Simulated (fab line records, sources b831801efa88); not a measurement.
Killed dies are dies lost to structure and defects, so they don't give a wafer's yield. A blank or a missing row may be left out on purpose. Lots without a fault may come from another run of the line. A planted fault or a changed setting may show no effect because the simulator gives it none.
Problem report in the 8D (eight disciplines) form, filled by code | flow gf180mcu | the parts of the form that need people (team, actions taken, sign-off) are left out

1. THE PROBLEM
CONTACT_CVD_02_THK at GF_CONTACT_THK_MEAS_03 reads a mean of 1618 nm on 6 wafers of 2 lots; wafers without a fault read 862 nm with a standard deviation of 11. That is +69 standard deviations from the usual mean.
First seen on wafer L979.1, day 17 20:19, on film_metro-04. The record holds 39 wafers of 13 lots with a number at this step. Rule for "out", or "out of limits": more than 4 standard deviations from the usual mean. The other wafers with a number count as sound.

2. WHAT IT IS AND WHAT IT IS NOT
question                    | is                           | is not
which readings at this step | CONTACT_CVD_02_THK           | -
which lots                  | L979, L983                   | L971, L972, L973, L974, L975, L985, L988, L990, L991, L993, L994
which wafers of those lots  | all that have a number       | -
read on which gauges        | film_metro-02, film_metro-04 | film_metro-01
when                        | from day 17 20:19            | up to then (15 sound wafers); but 18 sound wafers of L985, L988, L990, L991, L993, L994 came after

3. SUSPECTS, AND WHAT RULES EACH OUT
Counting: a tool at a process step up to the reading stays a suspect if it ran every lot that is out and no sound lot after the first of them.
- the gauge at GF_CONTACT_THK_MEAS_03: ruled out. The wafers that are out were read on 2 gauges (film_metro-02, film_metro-04).
- rtp_anneal-01 at GF_SALICIDE_RTA_08 (time 30 s): ruled out as a lasting fault. Sound lots L990, L991, L994 ran on it after its first lot that is out, L979 (day 17 20:02).
- pecvd-04 at GF_CONTACT_CVD_02 (deposits SiO2 from TEOS, target thk 860 nm, time 95.992 s): ruled out as a lasting fault. Sound lots L990, L993, L994 ran on it after its first lot that is out, L979 (day 17 20:15).
Left after counting: nothing in the record.

4. THE CAUSE (what the simulator had put in)
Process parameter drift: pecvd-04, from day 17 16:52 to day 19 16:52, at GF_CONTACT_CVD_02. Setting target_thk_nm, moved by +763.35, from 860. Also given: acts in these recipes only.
Counting ruled it out, wrongly: the rule takes a fault to strike every lot that its tool runs from its start on, and this one did not.

5. THE CHAIN OF EFFECTS, in route order
Each row: a reading whose mean over the struck wafers that have a number lies more than 3 standard deviations from the usual. Only readings for which the record gives a usual standard deviation are gone through. hours: the time from each lot's start at the first step in this table that gives one to its start at this step, as a median over the lots. sigmas: the change in usual standard deviations.
hours | step                   | reading            | usual  | on struck wafers | change | sigmas
0     | GF_CONTACT_THK_MEAS_03 | CONTACT_CVD_02_THK | 862 nm | 1618             | +756   | +69
0     | GF_CONTACT_CMP_04      | time_to_endpoint_s | 111 s  | 398              | +287   | +48
The process steps in it:
- GF_CONTACT_CMP_04: polishes SiO2.

6. WHAT WOULD HAVE CAUGHT IT SOONER
In this record the first reading out of limits at a measuring or inspecting step was taken at day 17 20:19, 3 hours after the fault began at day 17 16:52.
Of the tool readings at GF_CONTACT_CVD_02 for which the record gives a usual standard deviation, none was out on any struck wafer, so an alarm limit of 4 standard deviations on them would not have fired.
